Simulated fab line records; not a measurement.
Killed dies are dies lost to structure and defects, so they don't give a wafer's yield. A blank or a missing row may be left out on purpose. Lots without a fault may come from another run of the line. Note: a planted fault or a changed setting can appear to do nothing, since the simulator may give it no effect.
Which of the tools did it? | flow sky130 | Sampling: 12 lots, 36 wafers, 2 of 708 route steps

== WHAT THE GAUGES SHOWED, per wafer ==
SKY_VIA4_THK_MEAS_20: measures by xrf. Usual: for VIA4_W_THK the level is 520 nm and the standard deviation is 7.2.
lot  | measured     | on            | VIA4_W_THK (nm) | flag
L585 | day 42 22:14 | film metro-04 | 527 521 521     |
L588 | day 43 10:22 | film metro-02 | 520 513 514     |
L586 | day 43 12:23 | film metro-01 | 525 527 510     |
L592 | day 44 14:47 | film metro-01 | 523 522 515     |
L595 | day 45 04:28 | film metro-01 | 521 523 513     |
L602 | day 47 02:32 | film metro-02 | 507 511 515     |
L603 | day 47 05:15 | film metro-01 | 525 516 519     |
L604 | day 47 10:23 | film metro-01 | 525 522 521     |
L605 | day 48 00:39 | film metro-02 | 514 513 513     |
L606 | day 48 13:40 | film metro-01 | 525 523 523     |
L608 | day 48 14:25 | film metro-01 | 522 522 524     |
L607 | day 48 14:40 | film metro-02 | 509 509 514     |

== WHICH TOOL RAN EACH LOT (tool, then ch and the chambers of the sampled wafers, then the start) ==
lot  | SKY_CAPM_SPUTTER_02
L585 | pvd sputter-04, day 36 12:56
L588 | pvd sputter-01, day 37 01:46
L586 | pvd sputter-02, day 37 05:57
L592 | pvd sputter-01, day 38 10:59
L595 | pvd sputter-01, day 39 02:18
L602 | pvd sputter-02, day 41 05:17
L603 | pvd sputter-01, day 41 11:54
L604 | pvd sputter-04, day 41 16:53
L605 | pvd sputter-04, day 42 08:41
L606 | pvd sputter-04, day 43 00:44
L608 | pvd sputter-02, day 43 01:23
L607 | pvd sputter-02, day 43 02:15
- SKY_CAPM_SPUTTER_02: material TiN, target thk 200 nm, time 166.7 s.

== WHAT THE TOOLS THEMSELVES READ (means of the sampled wafers that have a number; where no wafer has one, the mark that the record gives instead) ==
SKY_CAPM_SPUTTER_02. Usual: throttle valve pct 30.2 %, standard deviation 1.
lot  | tool           | throttle valve pct (%) | flag
L585 | pvd sputter-04 | 30.8                   |
L588 | pvd sputter-01 | 29.9                   |
L586 | pvd sputter-02 | 29.9                   |
L592 | pvd sputter-01 | 30.5                   |
L595 | pvd sputter-01 | 29.8                   |
L602 | pvd sputter-02 | 29.9                   |
L603 | pvd sputter-01 | 30.4                   |
L604 | pvd sputter-04 | 30.9                   |
L605 | pvd sputter-04 | 31.0                   |
L606 | pvd sputter-04 | 30.4                   |
L608 | pvd sputter-02 | 29.9                   |
L607 | pvd sputter-02 | 30.0                   |

== THE ANSWER, worked out from the rows above alone ==
Rule: a lot counts as off when the mean over its wafers that have a number is more than 3 standard deviations away from the usual mean. Also off: a lot with no number at a reading for which 4 or more lots have one. All remaining lots with rows at the step are treated as sound. Order of review: gauges by route order, followed by the tools' own readings, for which a lot's mean as printed above is used. The first step at which some lot is off is used, and at that step the reading that is off furthest; a lot without a number counts as furthest.
Across all readings shown, no lot is off: no conclusion can be drawn from this.

== WHAT THE SIMULATOR PUT IN ==
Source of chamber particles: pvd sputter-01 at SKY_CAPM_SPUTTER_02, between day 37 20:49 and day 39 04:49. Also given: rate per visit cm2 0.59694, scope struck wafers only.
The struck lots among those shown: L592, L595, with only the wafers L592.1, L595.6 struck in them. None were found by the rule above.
